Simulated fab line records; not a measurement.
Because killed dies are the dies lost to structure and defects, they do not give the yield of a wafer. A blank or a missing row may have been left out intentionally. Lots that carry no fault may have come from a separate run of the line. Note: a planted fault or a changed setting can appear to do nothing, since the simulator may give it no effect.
What tool caused it?    flow sky130    36 wafers from 12 lots sampled at 2 of the route's 708 steps

== WHAT EACH GAUGE READ, for each wafer ==
SKY_VIA1_OVL_MEAS_13. Usual: for VIA1_OVL the level is 0 nm and the standard deviation is 4.1.
lot   measured      on          VIA1_OVL (nm)  flag
L679  day 33 23:13  overlay-02  3 1 -2         
L681  day 34 22:34  overlay-01  -3 5 1         
L686  day 36 03:24  overlay-02  2 0 -1         
L688  day 36 15:45  overlay-02  -3 -4 10       
L689  day 37 01:19  overlay-02  4 8 -3         
L690  day 37 09:49  overlay-01  9 1 7          
L691  day 37 12:11  overlay-01  3 1 -2         
L695  day 39 03:33  overlay-01  2 4 0          
L699  day 40 01:56  overlay-02  -2 -7 -7       
L700  day 40 11:25  overlay-01  -5 -1 -7       
L701  day 40 13:16  overlay-01  -2 4 3         
L702  day 40 23:21  overlay-01  -1 5 -3        

== EACH LOT AND THE TOOL THAT RAN IT (in order: tool; ch and the chambers of the sampled wafers; start) ==
lot   SKY_METAL1_SPUTTER_03
L679  pvd_sputter-01, day 31 16:05
L681  pvd_sputter-02, day 32 15:59
L686  pvd_sputter-01, day 33 20:50
L688  pvd_sputter-04, day 34 09:23
L689  pvd_sputter-04, day 34 19:25
L690  pvd_sputter-04, day 35 02:53
L691  pvd_sputter-02, day 35 07:02
L695  pvd_sputter-01, day 36 22:02
L699  pvd_sputter-04, day 37 22:20
L700  pvd_sputter-02, day 38 07:59
L701  pvd_sputter-04, day 38 09:37
L702  pvd_sputter-01, day 38 20:16
- SKY_METAL1_SPUTTER_03: material Ti, target thk 5 nm, time 3.3 s.

== WHAT THE TOOLS THEMSELVES READ (means of the sampled wafers that have a number; where no wafer has one, the mark that the record gives instead) ==
SKY_METAL1_SPUTTER_03. Usual: chamber_pressure_pa 0.4000 Pa, standard deviation 0.00087; throttle_valve_pct 30.3 %, standard deviation 1.3.
lot   tool            chamber_pressure_pa (Pa)  throttle_valve_pct (%)  flag
L679  pvd_sputter-01  0.3993                    30.0                    
L681  pvd_sputter-02  0.3995                    29.1                    
L686  pvd_sputter-01  0.4003                    30.6                    
L688  pvd_sputter-04  0.3998                    29.5                    
L689  pvd_sputter-04  0.3997                    31.5                    
L690  pvd_sputter-04  0.4004                    30.6                    
L691  pvd_sputter-02  0.3992                    29.6                    
L695  pvd_sputter-01  0.4004                    30.4                    
L699  pvd_sputter-04  0.4000                    30.1                    
L700  pvd_sputter-02  0.4005                    30.6                    
L701  pvd_sputter-04  0.3997                    30.2                    
L702  pvd_sputter-01  0.4002                    30.7                    

== THE ANSWER, worked out from the rows above alone ==
Rule: lot off if the mean of its wafers having a number is beyond 3 standard deviations from the usual mean. Also off: a lot with no number at a reading for which 4 or more lots have one. Any other lot the step has rows for is counted as sound. First the gauges in route order, then the tools' own readings, where a lot's mean is used as printed above. The first step at which some lot is off is used, and at that step the reading that is off furthest; a lot without a number counts as furthest.
No lot is off on any of the readings shown, so nothing can be concluded from this.

== WHAT THE SIMULATOR HAD PUT IN ==
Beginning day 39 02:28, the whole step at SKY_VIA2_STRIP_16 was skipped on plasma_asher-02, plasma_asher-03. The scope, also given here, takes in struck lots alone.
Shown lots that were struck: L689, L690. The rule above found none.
